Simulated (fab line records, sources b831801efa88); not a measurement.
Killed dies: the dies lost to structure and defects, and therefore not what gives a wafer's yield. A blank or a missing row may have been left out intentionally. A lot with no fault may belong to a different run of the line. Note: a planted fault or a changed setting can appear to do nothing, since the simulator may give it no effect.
A struck lot beside a sound one || flow sky130 || 15 out of 708 route steps
Sound: these wafers, L161.1, L161.3, L161.5. Wafers struck: L144.1, L144.3, L144.6. At the end, the cause is stated.
Order at every step that has rows: each side's tool, ch and its chambers, its first start. Under that, the readings that differ: sound wafers || struck wafers || difference of the means || sigmas: that difference in standard deviations of wafers without a fault.
alike: readings with means less than 2 such deviations apart, plus words and numbers identical on both sides. not compared: withheld readings, readings lacking a value on some wafer, bounds such as >300 that could conceal the same value, and numbers that have no deviation in the record and whose values overlap.
Wherever a step has rows on one side only, a row that says differs or no value, or a row with sigmas, the two part there. When numbers do not overlap yet have no deviation, they are printed without sigmas and do not part them. Lack of a reading on every wafer of one side parts them only where that side has two or more wafers.

first, 5 steps without rows for these wafers: SKY_VIA4_COAT_06 (resist thk 1140 nm); SKY_VIA4_SOFTBAKE_07 (time 60 s); SKY_VIA4_EXPOSE_08 (exposes mask VIM4, target cd 800 nm); SKY_VIA4_PEB_09; SKY_VIA4_DEVELOP_10 (develop time 60 s).
SKY_VIA4_OVL_MEAS_11:
  sound on overlay-02 at day 47 14:58; struck on overlay-02 at day 42 21:31
  alike: VIA4_OVL
SKY_VIA4_ETCH_12: etches SiO2 in C4F8/O2/Ar, stops on TiN, target depth 580 nm.
  sound on rie_diel-03 ch 0,1, day 47 14:59; struck on rie_diel-03 ch 0,3, day 42 21:32
  alike: chamber_pressure_mTorr, oes_product_au
SKY_VIA4_STRIP_13: strips in O2/N2.
  sound on plasma_asher-01 ch 0,1, day 47 15:04; struck on plasma_asher-01 ch 0, day 42 21:37
  alike: chamber_pressure_mTorr, drypump_motor_current_A, oes_product_au, strip_time_to_endpoint_s
  not compared: rf_hours_counter_h
then, 3 steps without rows for these wafers: SKY_VIA4_STRIP_14 (strips in post etch residue remover, time 1200 s); SKY_VIA4_CLEAN_15 (cleans in IPA, time 180 s); SKY_VIA4_CLEAN_16 (cleans in O3/DIW).
SKY_VIA4_SPUTTER_17: material TiN, target thk 20 nm, time 80 s.
  sound on pvd_sputter-03 at day 47 15:40; struck on pvd_sputter-01 at day 42 22:13
  alike: throttle_valve_pct
SKY_VIA4_CVD_18: deposits W, target thk 505 nm, time 152.14 s.
  sound on cvd_w-02 ch 0, day 47 15:43; struck on cvd_w-01 ch 0,1, day 42 22:35
{"reading": "heater_power_w (W)", "sound": "828 841 840", "struck": "739 678 689", "difference": -134, "sigmas": -3}
SKY_VIA4_RS_MEAS_19: measures by four-point-probe.
  sound on film_metro-04 at day 47 15:52; struck on film_metro-04 at day 42 23:02
{"reading": "VIA4_W_RS (ohm/sq)", "sound": "0.2288 0.2282 0.2280", "struck": "0.1122 0.1120 0.1130", "difference": -0.1159, "sigmas": -50}
SKY_PAD_OPEN_PROBE_99:
  sound wafers here have rows in the record (prober-02, day 50 02:56); struck ones have none

## WHERE THEY PART
First at SKY_VIA4_CVD_18; last, within this record, at SKY_PAD_OPEN_PROBE_99.

WHY: whatever the simulator had introduced
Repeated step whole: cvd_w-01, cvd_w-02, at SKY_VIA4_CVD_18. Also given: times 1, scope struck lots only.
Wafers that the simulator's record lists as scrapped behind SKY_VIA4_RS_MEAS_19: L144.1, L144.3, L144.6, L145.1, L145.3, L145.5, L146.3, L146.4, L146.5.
